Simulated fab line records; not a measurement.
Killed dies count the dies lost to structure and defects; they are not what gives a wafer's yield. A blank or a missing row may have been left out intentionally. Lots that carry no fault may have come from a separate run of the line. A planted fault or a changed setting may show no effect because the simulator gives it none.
A struck lot beside a sound one | flow sfq_line | 34 out of 325 route steps
Sound: wafers L927.1, L927.3, L927.6. Struck: wafers L934.4, L934.5, L934.6. The cause is named last.
Each step with rows lists, per side, the tool, then ch with its chambers, then its first start. Under that, the readings that differ: sound wafers | struck wafers | difference of the means | sigmas: that difference in standard deviations of wafers without a fault.
alike: readings whose means differ by less than 2 such deviations, and words and numbers that are the same on both sides. not compared: withheld readings, readings that some wafer has no value for, bounds like >300 that may hide the same value, and numbers for which the record gives no deviation and whose values overlap.
A row with sigmas, a row that says differs or no value, or rows on one side alone: a step with any of these is where the two part. Non-overlapping numbers with no deviation appear without sigmas and do not part them. A reading that every wafer of one side lacks parts them only if that side has two wafers or more.

first, 6 steps without rows for these wafers: SFQ_TRILAYER_M3_LITHO_COAT_080 (resist thk 62 nm); SFQ_TRILAYER_M3_LITHO_COAT_075 (resist thk 600 nm); SFQ_TRILAYER_M3_LITHO_SOFTBAKE_079; SFQ_TRILAYER_M3_LITHO_EXPOSE_076 (exposes mask M3, target cd 500 nm); SFQ_TRILAYER_M3_LITHO_PEB_078 (peb time 60 s); SFQ_TRILAYER_M3_LITHO_DEVELOP_077 (time 60 s).
SFQ_M3_OVL_MEAS_921:
  sound on overlay-01 at day 30 03:25; struck on overlay-02 at day 33 17:21
  alike: M3_OVL
then, 1 step without rows for these wafers: SFQ_TRILAYER_M3_BARC_OPEN_METAL_ETCH_100 (etches BARC in O2, target depth 125 nm, time 41.7 s).
SFQ_TRILAYER_M3_ETCH_METAL_ETCH_078: etches Nb in Cl2/Ar, stops on SiO2, target depth 240 nm, time 120 s.
  sound on rie_metal-03 ch 0,1, day 30 03:31; struck on rie_metal-03 ch 0,1, day 33 17:28
  alike: drypump_motor_current_A, oes_product_au
  not compared: rf_hours_counter_h
SFQ_TRILAYER_M3_STRIP_STRIP_079: strips in O2.
  sound on rie_metal-03 ch 0,1, day 30 03:38; struck on rie_metal-03 ch 0,1, day 33 17:45
  alike: drypump_motor_current_A, oes_product_au
  not compared: rf_hours_counter_h
then, 1 step without rows for these wafers: SFQ_TRILAYER_M3_STRIP_SOLV_CLEAN_080 (cleans in NMP, time 600 s).
SFQ_TRILAYER_I3_DEP_PECVD_081: deposits SiO2 from SiH4/N2O, time 111.11 s, target thk 500 nm.
  sound on pecvd-03 ch 0,2, day 30 04:25; struck on pecvd-03 ch 0,1,2, day 33 18:22
  no value came back on the struck wafers for chamber_pressure_Torr (Torr), heater_power_outer_w (W), heater_power_w (W), throttle_valve_pct (%); on the sound wafers chamber_pressure_Torr (Torr) reads 2.404 2.408 2.404
then, 1 step without rows for these wafers: SFQ_TRILAYER_I3_CMP_CMP_082 (polishes SiO2).
SFQ_I3_BOW_MEAS_922:
  sound on film_metro-04 at day 30 22:20; struck on film_metro-01 at day 34 10:33
  alike: I3_BOW
SFQ_TRILAYER_I3_METRO_MEASURE_083:
  sound on film_metro-04 at day 30 22:27; struck on film_metro-01 at day 34 11:13
then, 6 steps without rows for these wafers: SFQ_TRILAYER_I3_VIA_LITHO_COAT_090 (resist thk 62 nm); SFQ_TRILAYER_I3_VIA_LITHO_COAT_085 (resist thk 650 nm); SFQ_TRILAYER_I3_VIA_LITHO_SOFTBAKE_089; SFQ_TRILAYER_I3_VIA_LITHO_EXPOSE_086 (exposes mask I3, target cd 500 nm); SFQ_TRILAYER_I3_VIA_LITHO_PEB_088 (peb time 60 s); SFQ_TRILAYER_I3_VIA_LITHO_DEVELOP_087 (time 60 s).
-- the record jumps here: 2 days lie between the struck wafers' starts before and after --
SFQ_I3_OVL_MEAS_923:
  sound on overlay-02 at day 33 11:20; struck on overlay-01 at day 36 20:51
  alike: I3_OVL
SFQ_TRILAYER_I3_VIA_BARC_OPEN_VIA_ETCH_121: etches BARC in O2, target depth 125 nm, time 41.7 s.
  sound on rie_diel-03 ch 1,2,3, day 33 11:22; struck on rie_diel-01 ch 0,1,3, day 36 20:52
  alike: drypump_motor_current_A, oes_product_au
  not compared: rf_hours_counter_h
SFQ_TRILAYER_I3_VIA_ETCH_VIA_ETCH_088: etches SiO2 in CHF3, stops on Nb, target depth 260 nm.
  sound on rie_diel-03 ch 1,2,3, day 33 11:25; struck on rie_diel-01 ch 0,1,3, day 36 20:55
  reading                  | sound             | struck            | difference | sigmas
  oes_product_au (a.u.)    | 0.854 0.855 0.853 | 0.375 0.366 0.385 | -0.479     | -94
  model.etch.depth_nm (nm) | 199.6 199.1 199.9 | 0 0 0             | -200       |
  alike: drypump_motor_current_A
SFQ_TRILAYER_I3_VIA_STRIP_STRIP_089: strips in O2.
  sound on rie_metal-01 ch 0,1, day 33 11:31; struck on rie_metal-02 ch 0,1, day 36 21:13
  alike: drypump_motor_current_A, oes_product_au
  not compared: rf_hours_counter_h
then, 2 steps without rows for these wafers: SFQ_TRILAYER_I3_VIA_STRIP_SOLV_CLEAN_090 (cleans in NMP, time 600 s); SFQ_TRILAYER_M4_DEP_PRE_CLEAN_092 (time 22.5 s).
SFQ_TRILAYER_M4_DEP_SPUTTER_091: material Nb, target thk 200 nm, time 133.3 s.
  sound on pvd_sputter-05 at day 33 12:30; struck on pvd_sputter-03 at day 36 21:50
  alike: throttle_valve_pct
SFQ_M4_RS_MEAS_924: the measuring method here is four-point-probe.
  sound on film_metro-03 at day 33 12:35; struck on film_metro-03 at day 36 21:59
  alike: M4_NB_RS
then, 3 steps without rows for these wafers: SFQ_TRILAYER_M4_LITHO_COAT_098 (resist thk 62 nm); SFQ_TRILAYER_M4_LITHO_COAT_093 (resist thk 600 nm); SFQ_TRILAYER_M4_LITHO_SOFTBAKE_097.
-- the record jumps here: 3 days lie between the struck wafers' starts before and after --
SFQ_TRILAYER_M4_LITHO_EXPOSE_094: exposes mask M4, target cd 500 nm.
  sound on krf_scanner-01 ch 0, day 35 17:08; struck on krf_scanner-01, day 39 10:34
  no value came back on the struck wafers for exposure_dose_mJ_cm2, focus_offset_nm (nm); on the sound wafers exposure_dose_mJ_cm2 reads 14.418 14.423 14.373
  alike: mask
then, 1 step without rows for these wafers: SFQ_TRILAYER_M4_LITHO_PEB_096 (peb time 60 s).

== WHERE THEY PART ==
First at SFQ_TRILAYER_I3_DEP_PECVD_081; last, within this record, at SFQ_TRILAYER_M4_LITHO_EXPOSE_094.

WHY: what the simulator had put in
Whole step skipped at SFQ_TRILAYER_I3_DEP_PECVD_081 on pecvd-03, starting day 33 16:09. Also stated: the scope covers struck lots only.
